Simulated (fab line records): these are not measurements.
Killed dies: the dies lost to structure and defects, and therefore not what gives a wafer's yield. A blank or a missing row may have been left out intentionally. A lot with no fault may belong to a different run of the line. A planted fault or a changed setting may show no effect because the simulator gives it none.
fab line records	flow sky130
record lots=12	wafers=36	last_day=51
route steps=708 shown DNWELL@43 VT_ADJUST_PCH@152 SONOS_ONO@177
lots that met no fault: taken from a fault-free run of the same line
start_h: hours from the record's first day to the start of the lot's first wafer shown	wait_h: hours from the lot's prior step to this one	" same as the row above	L1.1+2: a single row standing in for several wafers	- value missing, or start not given	* or withheld: withheld	< > ~ a bound
route shown NAME@n: NAME is a module with steps in the file, n the number in the route of the first one	usual: mean and standard deviation over wafers with no fault	same: alike in all rows	chamber/n: place in a boat	sites: readings site by site	_std_site: standard deviation across them	_edge_site: mean of outer sites minus mean of inner sites	radius_mm: for every site, how far away it sits from the centre of the wafer	mask NAME#n: copy n	behind: the tool/chamber that last shaped the wafer	hold: why the lot went on hold/how many hours it stayed there/how the hold came to an end	device: the n, p or np transistor that did not switch	end of line: tests run on the same wafers once the route is complete	a step given without rows: its recipe and nothing more	killed: not the wafer's yield, but the dies lost to structure and defects at the first sort	map: dies across one wafer; x = killed, . = not, _ = none there
set.NAME: the run value of the setting; set.NAME@STEP: its run value at that earlier step	model.NAME: the simulator's own value behind a step, which no gauge read
the route's steps for a sample of lots (tables are steps, rows are wafers)
services: the hour from which a tool's chamber was out of use, counted from the record's first day as start_h (under 0 if before that day), plus the number of hours and why
## steps
# step SKY_DNWELL_STRIP_08
# recipe chemistry=O2/N2	power_w=1400	pressure_mtorr=1500	platen_temp_c=withheld	o2_flow_sccm=3000	n2_flow_sccm=300	overash_fraction=0.5
# usual drypump_motor_current_A=5.9/0.3	oes_product_au=0.723/0.0048	strip_time_to_endpoint_s=36.91/0.1
lot.wafer	tool	chamber	start_h	wait_h	drypump_motor_current_A	oes_product_au	rf_hours_counter_h	strip_time_to_endpoint_s
L104.1	plasma_asher-04	0	62.28	0.1	6.2	0.722	37	37.01
L104.4	"	1	"	"	5.7	0.729	-	37.01
L104.5	"	0	"	"	6.2	0.719	-	37.03
L105.1	plasma_asher-03	1	62.60	0.1	5.6	0.719	23	36.94
L105.3	"	0	"	"	5.7	0.725	-	36.99
L105.5	"	1	"	"	5.6	0.724	-	37.06
L110.1	plasma_asher-04	1	88.60	0.1	5.7	0.723	40	36.83
L110.2	"	0	"	"	6.2	0.728	40	36.82
L110.5	"	0	"	"	6.2	0.725	-	36.80
L111.1	plasma_asher-04	0	94.30	0.1	6.2	0.715	40	36.79
L111.4	"	0	"	"	6.2	0.719	-	36.97
L111.5	"	1	"	"	5.7	0.718	-	36.93
L112.1	plasma_asher-02	0	101.50	0.1	5.7	0.721	41	36.85
L112.3	"	1	"	"	6.3	0.718	-	36.86
L112.6	"	1	"	"	6.3	0.715	-	36.97
L114.1	plasma_asher-02	1	108.70	0.1	6.3	0.730	41	37.01
L114.5	"	0	"	"	5.7	0.722	-	36.88
L114.6	"	1	"	"	6.4	0.728	-	36.99
L115.4	plasma_asher-03	1	112.38	0.1	5.6	0.730	-	36.87
L115.5	"	0	"	"	5.7	0.728	-	36.95
L115.6	"	1	"	"	5.6	0.722	-	36.90
L123.2	plasma_asher-02	1	154.20	0.1	6.3	0.715	4	36.85
L123.3	"	1	"	"	6.3	0.722	-	37.04
L123.5	"	0	"	"	5.7	0.727	-	36.99
L124.1	plasma_asher-02	0	161.80	0.1	5.7	0.720	4	36.74
L124.3	"	0	"	"	5.7	0.724	-	36.71
L124.5	"	0	"	"	5.7	0.727	-	36.76
L125.1	plasma_asher-02	1	173.98	0.1	6.3	0.723	6	37.02
L125.3	"	0	"	"	5.7	0.730	-	36.98
L125.6	"	1	"	"	6.3	0.729	-	36.99
L126.2	plasma_asher-02	0	176.35	0.1	5.7	0.733	6	36.99
L126.5	"	1	"	"	6.3	0.722	-	36.96
L126.6	"	0	"	"	5.7	0.729	-	37.06
L127.4	plasma_asher-04	0	180.17	0.1	6.1	0.727	-	36.93
L127.5	"	1	"	"	5.7	0.721	-	36.95
L127.6	"	0	"	"	6.2	0.724	-	36.85
# step SKY_VT_ADJUST_PCH_STRIP_09
# recipe chemistry=O2/N2	power_w=1400	pressure_mtorr=1500	platen_temp_c=withheld	o2_flow_sccm=3000	n2_flow_sccm=300	overash_fraction=0.5
# usual drypump_motor_current_A=5.6/0.33	oes_product_au=0.722/0.0043	strip_time_to_endpoint_s=36.92/0.12
lot.wafer	tool	chamber	start_h	wait_h	drypump_motor_current_A	oes_product_au	rf_hours_counter_h	strip_time_to_endpoint_s
L104.1	plasma_asher-01	0	245.84	0.1	5.0	0.726	55	36.88
L104.4	"	1	"	"	5.7	0.723	-	36.94
L104.5	"	1	"	"	5.7	0.723	-	36.92
L105.1	plasma_asher-03	1	246.99	0.1	5.6	0.722	42	36.97
L105.3	"	0	"	"	5.7	0.723	-	37.08
L105.5	"	0	"	"	5.7	0.726	-	36.88
L110.1	plasma_asher-03	1	282.53	0.1	5.6	0.724	45	36.81
L110.2	"	0	"	"	5.6	0.727	45	36.77
L110.5	"	0	"	"	5.7	0.721	-	36.91
L111.1	plasma_asher-01	1	290.28	0.1	5.7	0.724	59	36.76
L111.4	"	1	"	"	5.7	0.732	-	36.82
L111.5	"	0	"	"	5.0	0.727	-	36.83
L112.1	plasma_asher-01	0	298.04	0.1	5.0	0.715	60	36.79
L112.3	"	0	"	"	5.0	0.721	-	36.86
L112.6	"	1	"	"	5.7	0.714	-	36.66
L114.1	plasma_asher-03	0	309.83	0.1	5.7	0.731	48	36.91
L114.5	"	0	"	"	5.6	0.714	-	36.93
L114.6	"	1	"	"	5.6	0.729	-	36.79
L115.4	plasma_asher-01	1	315.37	0.1	5.7	0.719	-	36.70
L115.5	"	0	"	"	5.0	0.730	-	36.68
L115.6	"	1	"	"	5.7	0.720	-	36.60
L123.2	plasma_asher-01	0	378.73	0.1	5.0	0.722	68	37.10
L123.3	"	1	"	"	5.7	0.723	-	36.91
L123.5	"	1	"	"	5.7	0.723	-	36.92
L124.1	plasma_asher-03	0	384.19	0.1	5.7	0.723	55	36.93
L124.3	"	1	"	"	5.6	0.725	-	37.00
L124.5	"	1	"	"	5.6	0.728	-	36.91
L125.1	plasma_asher-04	1	403.98	0.1	5.7	0.720	71	37.03
L125.3	"	1	"	"	5.7	0.722	-	37.04
L125.6	"	0	"	"	6.2	0.720	-	37.11
L126.2	plasma_asher-04	1	408.28	0.1	5.7	0.724	72	37.04
L126.5	"	0	"	"	6.1	0.732	-	37.05
L126.6	"	1	"	"	5.7	0.719	-	36.97
L127.4	plasma_asher-03	1	412.27	0.1	5.6	0.726	-	36.86
L127.5	"	0	"	"	5.6	0.724	-	36.96
L127.6	"	1	"	"	5.6	0.723	-	36.93
# step SKY_SONOS_ONO_SOFTBAKE_09
# recipe temp_c=90	time_s=60	resist=NOVOLAK
# usual heater_power_total_W=56.59/0.04	resist_line_temp_C=23.03/0.1	run_length_s=89.34/0.2
lot.wafer	tool	chamber	start_h	wait_h	heater_power_total_W	resist_line_temp_C	run_length_s
L105.1	litho_track-01	0	291.15	0.1	56.54	23.06	89.14
L105.3	"	0	"	"	56.57	22.97	89.35
L105.5	"	0	"	"	56.54	22.87	89.29
L104.1	litho_track-02	0	291.38	0.1	56.55	22.90	89.09
L104.4	"	0	"	"	56.55	23.01	89.39
L104.5	"	0	"	"	56.52	23.02	89.41
L110.1	litho_track-02	0	328.53	0.1	56.57	22.95	89.26
L110.2	"	0	"	"	56.61	23.01	89.34
L110.5	"	0	"	"	56.64	23.02	89.28
L111.1	litho_track-02	0	338.88	0.1	56.56	23.02	89.07
L111.4	"	0	"	"	56.61	23.00	89.28
L111.5	"	0	"	"	56.60	22.96	89.15
L112.1	litho_track-04	0	343.40	0.1	56.53	22.92	89.42
L112.3	"	0	"	"	56.56	23.12	89.82
L112.6	"	0	"	"	56.51	23.02	89.85
L114.1	litho_track-02	0	355.53	0.1	61.20	23.23	77.04
L114.5	"	0	"	"	61.28	23.23	77.05
L114.6	"	0	"	"	61.29	23.13	76.82
L115.4	litho_track-02	0	361.61	0.1	61.26	22.95	76.69
L115.5	"	0	"	"	61.25	23.23	76.92
L115.6	"	0	"	"	61.32	23.01	76.65
L123.2	litho_track-01	0	429.92	0.1	56.59	23.14	89.15
L123.3	"	0	"	"	56.53	23.12	89.15
L123.5	"	0	"	"	56.58	23.13	89.14
L124.1	litho_track-04	0	437.30	0.1	56.61	22.90	89.67
L124.3	"	0	"	"	56.59	22.88	89.52
L124.5	"	0	"	"	56.62	23.06	89.48
L125.1	litho_track-04	0	456.40	0.1	56.60	22.98	89.66
L125.3	"	0	"	"	56.58	22.84	89.51
L125.6	"	0	"	"	56.56	23.01	89.55
L126.2	litho_track-04	0	458.93	0.1	56.60	23.10	89.47
L126.5	"	0	"	"	56.63	23.07	89.45
L126.6	"	0	"	"	56.61	22.93	89.48
L127.4	litho_track-01	0	464.82	0.1	56.61	23.04	89.32
L127.5	"	0	"	"	56.67	22.97	89.21
L127.6	"	0	"	"	56.59	23.12	89.37
# step SKY_SONOS_ONO_STRIP_17
# recipe chemistry=O2/N2	power_w=1400	pressure_mtorr=1500	platen_temp_c=withheld	o2_flow_sccm=3000	n2_flow_sccm=300	overash_fraction=0.5
# usual drypump_motor_current_A=5.86/0.29	oes_product_au=0.710/0.0041	strip_time_to_endpoint_s=14.09/0.038
lot.wafer	tool	chamber	start_h	wait_h	drypump_motor_current_A	oes_product_au	rf_hours_counter_h	strip_time_to_endpoint_s
L105.1	plasma_asher-04	1	304.29	0.0	5.64	0.707	62	14.05
L105.3	"	0	"	"	6.19	0.712	-	14.03
L105.5	"	1	"	"	5.64	0.710	-	13.97
L104.1	plasma_asher-02	1	304.51	0.0	6.32	0.711	17	14.12
L104.4	"	0	"	"	5.65	0.709	-	14.05
L104.5	"	0	"	"	5.67	0.712	-	14.07
L110.1	plasma_asher-04	1	342.40	0.0	5.66	0.712	65	14.09
L110.2	"	0	"	"	6.14	0.708	65	14.10
L110.5	"	0	"	"	6.23	0.711	-	14.08
L111.1	plasma_asher-04	1	353.37	0.0	5.68	0.710	66	14.09
L111.4	"	0	"	"	6.17	0.711	-	14.10
L111.5	"	1	"	"	5.68	0.711	-	14.13
L112.1	plasma_asher-02	1	357.54	0.0	6.33	0.710	22	14.13
L112.3	"	1	"	"	6.34	0.718	-	14.15
L112.6	"	1	"	"	6.33	0.706	-	14.13
L114.1	plasma_asher-04	0	370.52	0.0	6.16	0.711	68	14.09
L114.5	"	1	"	"	5.70	0.714	-	14.10
L114.6	"	0	"	"	6.15	0.710	-	14.14
L115.4	plasma_asher-04	0	376.03	0.0	6.20	0.710	-	14.06
L115.5	"	1	"	"	5.67	0.709	-	14.09
L115.6	"	0	"	"	6.22	0.707	-	14.09
L123.2	plasma_asher-03	0	445.61	0.0	5.68	0.711	62	14.11
L123.3	"	0	"	"	5.70	0.709	-	14.11
L123.5	"	0	"	"	5.69	0.706	-	14.08
L124.1	plasma_asher-03	0	453.32	0.0	5.68	0.715	63	14.08
L124.3	"	0	"	"	5.67	0.703	-	14.08
L124.5	"	1	"	"	5.61	0.708	-	14.06
L125.1	plasma_asher-02	0	472.42	0.0	5.68	0.713	30	14.05
L125.3	"	1	"	"	6.34	0.715	-	14.05
L125.6	"	0	"	"	5.70	0.706	-	14.05
L126.2	plasma_asher-03	1	475.07	0.0	5.61	0.703	65	14.08
L126.5	"	0	"	"	5.67	0.707	-	14.08
L126.6	"	1	"	"	5.62	0.713	-	14.09
L127.4	plasma_asher-04	0	480.24	0.0	6.17	0.710	-	14.07
L127.5	"	1	"	"	5.69	0.718	-	14.12
L127.6	"	0	"	"	6.10	0.710	-	14.08
## services
tool	chamber	start_h	hours	kind
plasma_asher-02	-	42.05	0.8	repair
plasma_asher-01	-	47.06	0.3	repair
plasma_asher-03	-	66.24	0.5	repair
plasma_asher-03	-	89.54	1.5	repair
plasma_asher-02	-	108.80	9.0	pm
plasma_asher-02	0	108.80	9.0	vent_cycle
plasma_asher-02	1	108.80	9.0	vent_cycle
plasma_asher-02	0	117.80	-	clean
plasma_asher-02	1	117.80	-	clean
plasma_asher-04	-	139.27	1.2	repair
plasma_asher-02	-	182.09	9.5	repair
plasma_asher-01	-	247.29	0.4	repair
plasma_asher-03	-	250.99	3.5	repair
plasma_asher-02	-	258.90	4.5	repair
plasma_asher-04	-	420.62	2.8	pm
plasma_asher-04	-	423.37	9.0	pm
plasma_asher-04	0	423.37	9.0	vent_cycle
plasma_asher-04	1	423.37	9.0	vent_cycle
plasma_asher-02	-	430.04	33.2	repair
plasma_asher-04	0	432.37	-	clean
plasma_asher-04	1	432.37	-	clean
plasma_asher-02	-	454.51	1.5	repair
## key
first_sign step=SKY_SONOS_ONO_SOFTBAKE_09	reading=heater_power_total_W	direction=up	sigmas=99+	usual=*	struck=*
effect step=SKY_SONOS_ONO_SOFTBAKE_09	reading=run_length_s	direction=down	sigmas=63	usual=*	struck=*
met_at SKY_SONOS_ONO_SOFTBAKE_09
struck_lots L114,L115
tester_left_out L114,L115
not_acting_at SKY_DNWELL_STRIP_08,SKY_VT_ADJUST_PCH_STRIP_09,SKY_SONOS_ONO_STRIP_17
onset_between 338.88 355.53
fault kind=process_parameter_drift	tool=litho_track-02	chamber=-	onset_h=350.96	steps=SKY_SONOS_ONO_SOFTBAKE_09	channel=time_s	offset=*	shape=step	end_h=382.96	acts_in=*	stated=*
# tester_left_out: of these lots the tester's yield and bins aren't shown, on N5 and GAA mostly nor the transistor test; their killed dies are dies lost to structure and defects alone, not to doping, threshold or leakage, so they don't give the yield
